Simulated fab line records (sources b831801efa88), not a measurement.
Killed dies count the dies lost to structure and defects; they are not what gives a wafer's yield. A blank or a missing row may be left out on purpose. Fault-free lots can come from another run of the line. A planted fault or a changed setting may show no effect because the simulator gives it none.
Matching of chambers + flow gf180mcu + GF_V2_CVD_02 on pecvd-03 has 3 sister chambers
The step deposits SiO2 from TEOS, target thk 850 nm, time 94.851 s. 16 wafers are shown with their chamber, then 8 later ones without.

## WAFERS WITH THEIR CHAMBER
| wafer  | chamber | heater_power_w (W) | rf_fwd_power_W (W) |
|--------|---------|--------------------|--------------------|
| L075.1 | 1       | 589                | 594.4              |
| L075.4 | 2       | 489                | 596.5              |
| L075.6 | 0       | 540                | 594.6              |
| L078.2 | 0       | 546                | 592.3              |
| L078.4 | 1       | 583                | 598.6              |
| L078.5 | 0       | 584                | 592.7              |
| L080.4 | 0       | 539                | 598.6              |
| L080.5 | 2       | 640                | 594.3              |
| L080.6 | 1       | 550                | 597.3              |
| L081.4 | 2       | 615                | 597.4              |
| L081.5 | 1       | 472                | 597.9              |
| L081.6 | 2       | 641                | 595.6              |
| L084.2 | 1       | 551                | 598.5              |
| L084.4 | 1       | 447                | 595.4              |
| L084.6 | 1       | 560                | 596.4              |
| L085.2 | 1       | 454                | 593.4              |

SIGNATURES (means of the wafers above)
| reading        | chamber 0 | chamber 1 | chamber 2 | scatter within a chamber |
|----------------|-----------|-----------|-----------|--------------------------|
| heater_power_w | 552.25    | 525.75    | 596.25    | 56.2                     |
| rf_fwd_power_W | 594.550   | 596.487   | 595.950   | 2.08                     |
Rule: a wafer's distance from a chamber is the root of the sum, over the readings, of the square of ((its reading less the chamber's mean) divided by the reading's scatter). If the next closest chamber is less than 2 further off than the closest, the wafer can't be placed; otherwise it belongs to the closest. The scatter: the root of (the sum of the squares of (reading less its chamber's mean) over the shown wafers, divided by (wafers less chambers)).

## WAFERS WHOSE CHAMBER IS MISSING
| wafer  | heater_power_w (W) | rf_fwd_power_W (W) |
|--------|--------------------|--------------------|
| L085.3 | 512                | 595.7              |
| L085.4 | 553                | 596.2              |
| L087.4 | 651                | 596.1              |
| L087.5 | 589                | 593.8              |
| L087.6 | 625                | 595.9              |
| L091.3 | 635                | 594.6              |
| L091.5 | 566                | 596.0              |
| L091.6 | 532                | 595.8              |

## THE CHAMBER EACH PASSED THROUGH
| wafer  | from the rows above          | in truth |
|--------|------------------------------|----------|
| L085.3 | can't be placed: 1 or 0 or 2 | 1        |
| L085.4 | can't be placed: 1 or 2 or 0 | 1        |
| L087.4 | can't be placed: 2 or 0 or 1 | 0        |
| L087.5 | can't be placed: 0 or 2 or 1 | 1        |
| L087.6 | can't be placed: 2 or 0 or 1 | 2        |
| L091.3 | can't be placed: 2 or 0 or 1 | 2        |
| L091.5 | can't be placed: 2 or 0 or 1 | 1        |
| L091.6 | can't be placed: 1 or 0 or 2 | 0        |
Placed correctly: 0 of 8. Can't be placed from these rows: 8 (the true chamber is among the candidates in 8). Placed wrongly: 0.
